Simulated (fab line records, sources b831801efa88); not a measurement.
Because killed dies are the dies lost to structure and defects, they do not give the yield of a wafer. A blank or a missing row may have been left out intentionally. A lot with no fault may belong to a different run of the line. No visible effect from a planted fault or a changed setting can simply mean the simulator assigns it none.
A struck lot beside a sound one :: flow gf180mcu :: 37 steps out of a route of 602
Sound: these wafers, L518.1, L518.3, L518.4. Struck: wafer L531.5; the same lot's L531.3 was not struck, so it is left out; see the end for the cause.
Each step with rows lists, per side, the tool, then ch with its chambers, then its first start. Under that, the readings that differ: sound wafers :: struck wafers :: difference of the means :: sigmas: that difference in standard deviations of wafers without a fault.
alike: readings whose means differ by less than 2 such deviations, and words and numbers that are the same on both sides. not compared: withheld readings, readings that some wafer has no value for, bounds like >300 that may hide the same value, and numbers for which the record gives no deviation and whose values overlap.
Wherever a step has rows on one side only, a row that says differs or no value, or a row with sigmas, the two part there. Numbers that have no deviation but don't overlap get no sigmas and don't part them. Lack of a reading on every wafer of one side parts them only where that side has two or more wafers.

first, 2 steps without rows for these wafers: GF_M2_PEB_12 (peb time 90 s); GF_M2_DEVELOP_13 (develop time 60 s).
GF_M2_CD_MEAS_14: target cd 280 nm.
  sound on cd-sem-02, day 19 20:17; struck on cd-sem-02, day 24 10:37
  alike: cd-nm
GF_M2_OVL_MEAS_15:
  sound on overlay-02, day 19 20:24; struck on overlay-02, day 24 10:43
  alike: M2_OVL
then, 1 step without rows for these wafers: GF_M2_METAL_ETCH_16 (etches the open film in Cl2/BCl3, stops on SiO2, target depth 750.8 nm, time 125.1 s).
GF_M2_STRIP_17: strips in O2/N2.
  sound on plasma-asher-03 ch 0,1, day 19 20:34; struck on plasma-asher-01 ch 0, day 24 10:53
  alike: drypump-motor-current-A, heater-power-w, oes-product-au, strip-time-to-endpoint-s
  not compared: rf-hours-counter-h
then, 3 steps without rows for these wafers: GF_M2_STRIP_18 (strips in post etch residue remover, time 1200 s); GF_M2_CLEAN_19 (cleans in DIW); GF_V2_CVD_00 (deposits SiO2, target thk 600 nm, time 100 s).
GF_V2_THK_MEAS_01:
  sound on film-metro-04, day 19 21:11; struck on film-metro-03, day 24 11:35
reading: V2_CVD_00_THK (nm)
sound: 602 603 595
struck: 589
difference: -11
sigmas: -2
GF_V2_CVD_02: deposits SiO2 from TEOS, target thk 850 nm, time 94.851 s.
  sound on pecvd-01 ch 0,2, day 19 21:15; struck on pecvd-03 ch 2, day 24 11:37
  alike: heater-power-w
GF_V2_THK_MEAS_03:
  sound on film-metro-01, day 19 21:21; struck on film-metro-01, day 24 11:43
  alike: V2_CVD_02_THK
GF_V2_CMP_04: polishes SiO2.
  sound on cmp-02 ch 1,2,3, day 19 21:25; struck on cmp-02 ch 0, day 24 11:48
reading: time-to-endpoint-s (s)
sound: 86 84 88
struck: 62
difference: -24
sigmas: -4

reading: model.SiO2_of_V2_CVD_02.thk-nm (nm)
sound: 633 631.7 634
struck: 696.4
difference: +63.5
sigmas: 
  alike: motor-current-A, slurry-flow-ml-min
GF_V2_BOW_MEAS_05:
  sound on film-metro-03, day 19 21:43; struck on film-metro-01, day 24 12:05
  alike: V2_BOW
then, 8 steps without rows for these wafers: GF_V2_DEHYDRATE_06 (time 60 s); GF_V2_HMDS_07 (prime time 60 s); GF_V2_COAT_08; GF_V2_COAT_09 (resist thk 1000 nm); GF_V2_SOFTBAKE_10 (time 60 s); GF_V2_EXPOSE_11 (exposes mask Via2, target cd 260 nm); GF_V2_PEB_12 (peb time 90 s); GF_V2_DEVELOP_13 (develop time 60 s).
GF_V2_CD_MEAS_14: target cd 260 nm.
  sound on cd-sem-01, day 20 21:44; struck on cd-sem-01, day 25 09:52
  alike: cd-nm
GF_V2_OVL_MEAS_15:
  sound on overlay-02, day 20 21:51; struck on overlay-02, day 25 09:58
  alike: V2_OVL
GF_V2_ETCH_16: etches BARC in N2/H2.
  sound on rie-diel-04 ch 1,2,3, day 20 21:53; struck on rie-diel-04 ch 2, day 25 09:59
reading: oes-product-au (a.u.)
sound: 0.862 0.857 0.852
struck: 0.870
difference: +0.013
sigmas: +3
  alike: drypump-motor-current-A, throttle-valve-pct
GF_V2_ETCH_17: etches SiO2 in C4F8/O2/Ar, stops on TiN, target depth 630 nm.
  sound on rie-diel-04 ch 1,2,3; struck on rie-diel-04 ch 2
reading: oes-product-au (a.u.)
sound: 0.859 0.859 0.862
struck: 0.910
difference: +0.050
sigmas: +12

reading: model.etch.depth-nm (nm)
sound: 633 631.7 634
struck: 696.4
difference: +63.5
sigmas: 

reading: model.V2.feature-depth-nm (nm)
sound: 633 631.7 634
struck: 696.4
difference: +63.5
sigmas: 
then, 3 steps without rows for these wafers: GF_V2_STRIP_18 (strips in O2/N2); GF_V2_STRIP_19 (strips in post etch residue remover, time 1200 s); GF_V2_CLEAN_20 (cleans in DIW).
GF_V2_SPUTTER_21: material Ti, target thk 15 nm, time 80.02 s.
  sound on pvd-sputter-02, day 20 22:33; struck on pvd-sputter-01, day 25 10:38
  alike: throttle-valve-pct
GF_V2_SPUTTER_22: material TiN, target thk 10 nm, time 40 s.
  sound on pvd-sputter-02, day 20 22:37; struck on pvd-sputter-01, day 25 10:42
  alike: throttle-valve-pct
then, 1 step without rows for these wafers: GF_V2_CVD_23 (deposits W, target thk 350 nm, time 104.94 s).
GF_V2_RS_MEAS_24: the measuring method here is four-point-probe.
  sound on film-metro-03, day 20 22:46; struck on film-metro-04, day 25 10:54
  alike: V2_W_RS
GF_V2_THK_MEAS_25: measures by xrf.
  sound on film-metro-03, day 20 22:53; struck on film-metro-04, day 25 11:00
  alike: V2_W_THK
GF_V2_CMP_26: polishes, stops on SiO2, t overpolish 15 s, target thk 0 nm.
  sound on cmp-01 ch 1,2,3, day 20 23:00; struck on cmp-02 ch 1, day 25 11:08
reading: model.SiO2_of_V2_CVD_02.thk-nm (nm)
sound: 629.2 627.9 630.2
struck: 692.6
difference: +63.5
sigmas: 
  alike: motor-current-A, slurry-flow-ml-min
then, 2 steps without rows for these wafers: GF_M3_SPUTTER_00 (material Ti, target thk 37.5 nm, time 150 s); GF_PASSIVATION_PROBE_99.

== WHERE THEY PART ==
Earliest at GF_V2_THK_MEAS_01; latest, in this record, at GF_V2_ETCH_17. Later steps at which nothing parts them and some readings are alike: GF_V2_SPUTTER_21, GF_V2_SPUTTER_22, GF_V2_RS_MEAS_24, GF_V2_THK_MEAS_25, GF_V2_CMP_26.

WHY: what the simulator had put in
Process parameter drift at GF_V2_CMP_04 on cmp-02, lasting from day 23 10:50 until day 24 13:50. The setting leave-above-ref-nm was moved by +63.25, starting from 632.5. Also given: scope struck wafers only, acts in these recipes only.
